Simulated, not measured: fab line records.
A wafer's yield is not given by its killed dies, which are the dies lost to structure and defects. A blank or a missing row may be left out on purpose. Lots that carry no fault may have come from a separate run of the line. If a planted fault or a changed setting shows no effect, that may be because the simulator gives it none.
Commonality check across tools	flow sky130	Sampled: 11 lots, 33 wafers

== THE REASON FOR OPENING IT ==
Of 11 lots, 2 have the reading CONTACT_CVD_00_THK flagged at SKY_CONTACT_THK_MEAS_01. Fault-free wafers read 75.1 nm, with a standard deviation of 1.
Rule: a lot is flagged when every wafer of it that has a number lies more than 4 standard deviations from that mean, or none has a number. The rest of the lots are taken to be sound.

lot	measured	on	CONTACT_CVD_00_THK (nm), wafer by wafer	flag
L316	day 31 03:00	filmMetro-04	76.0 74.9 75.2	
L317	day 31 13:52	filmMetro-02	74.0 77.2 75.4	
L318	day 31 23:29	filmMetro-04	74.5 75.6 76.2	
L319	day 32 03:52	filmMetro-02	150.3 150.5 151.8	FLAGGED
L321	day 33 01:49	filmMetro-02	74.1 75.3 76.2	
L325	day 34 17:45	filmMetro-01	152.5 152.6 151.6	FLAGGED
L330	day 36 07:38	filmMetro-01	74.8 75.6 76.1	
L328	day 36 09:56	filmMetro-01	73.6 75.4 75.6	
L333	day 36 16:17	filmMetro-01	74.9 76.1 77.0	
L335	day 37 03:47	filmMetro-02	74.9 75.3 74.9	
L336	day 37 18:17	filmMetro-02	73.3 74.8 75.8	
Average over the flagged lots: 151.6 nm; offset from the usual +76.5 nm, equal to +76 standard deviations.

== TOOL THAT RAN EACH LOT ==
The record holds 2 process steps before the reading, out of a route of 708 steps. Every cell lists first the tool, next ch and the chambers used by the sampled wafers, and last the start.
lot	flag	SKY_SD_N_RTA_14	SKY_CONTACT_CVD_00
L316		rtpAnneal-01 ch 0, day 28 16:20	pecvd-02 ch 1,2, day 31 02:58
L317		rtpAnneal-02 ch 0, day 29 02:39	pecvd-02 ch 0,2, day 31 13:49
L318		rtpAnneal-01 ch 0, day 29 12:34	pecvd-03 ch 0,1, day 31 23:26
L319	FLAGGED	rtpAnneal-02 ch 0, day 29 17:07	pecvd-02 ch 1,2, day 32 03:00
L321		rtpAnneal-02 ch 0, day 30 16:09	pecvd-03 ch 1,2, day 33 01:46
L325	FLAGGED	rtpAnneal-02 ch 0, day 32 08:19	pecvd-02 ch 0,2, day 34 17:00
L330		rtpAnneal-01 ch 0, day 33 23:07	pecvd-02 ch 0,1, day 36 07:35
L328		rtpAnneal-02 ch 0, day 34 01:47	pecvd-04 ch 0,1,2, day 36 09:55
L333		rtpAnneal-02 ch 0, day 34 09:12	pecvd-04 ch 0,2, day 36 16:16
L335		rtpAnneal-02 ch 0, day 34 19:25	pecvd-03 ch 0,2, day 37 03:43
L336		rtpAnneal-01 ch 0, day 35 11:27	pecvd-03 ch 0,2, day 37 18:14
What the steps here do:
- SKY_SD_N_RTA_14: time 2 s.
- SKY_CONTACT_CVD_00: deposits Si3N4, target thk 75 nm.
- SKY_CONTACT_THK_MEAS_01

== FLAGGED OVER TOTAL, TOOL BY TOOL (the gauges that took the reading come last) ==
step	tool	lots run	flagged	share of the flagged lots	sound lots run after its first flagged lot
SKY_SD_N_RTA_14	rtpAnneal-01	4	0	none	-
SKY_SD_N_RTA_14	rtpAnneal-02	7	2	all	4 (L321,L328,L333,L335)
SKY_CONTACT_CVD_00	pecvd-02	5	2	all	1 (L330)
SKY_CONTACT_CVD_00	pecvd-03	4	0	none	-
SKY_CONTACT_CVD_00	pecvd-04	2	0	none	-
SKY_CONTACT_THK_MEAS_01	filmMetro-01	4	1	some	3 (L330,L328,L333)
SKY_CONTACT_THK_MEAS_01	filmMetro-02	5	1	some	3 (L321,L335,L336)
SKY_CONTACT_THK_MEAS_01	filmMetro-04	2	0	none	-

== WHAT THE TABLE ALLOWS ==
Every flagged lot went through 2 rows of the table: rtpAnneal-02 at SKY_SD_N_RTA_14 and pecvd-02 at SKY_CONTACT_CVD_00.
- rtpAnneal-02 at SKY_SD_N_RTA_14: 2 of its 7 lots flagged. After the first flagged lot (L321, L328, L333, L335), sound lots still ran on it; a lasting fault on the whole tool would not permit that.
- pecvd-02 at SKY_CONTACT_CVD_00: 2 of its 5 lots flagged. After the first flagged lot (L330), sound lots still ran on it; a lasting fault on the whole tool would not permit that.
Every row of the table either missed a flagged lot or ran a sound lot after the first.

== WHAT THE SIMULATOR HAD PUT IN ==
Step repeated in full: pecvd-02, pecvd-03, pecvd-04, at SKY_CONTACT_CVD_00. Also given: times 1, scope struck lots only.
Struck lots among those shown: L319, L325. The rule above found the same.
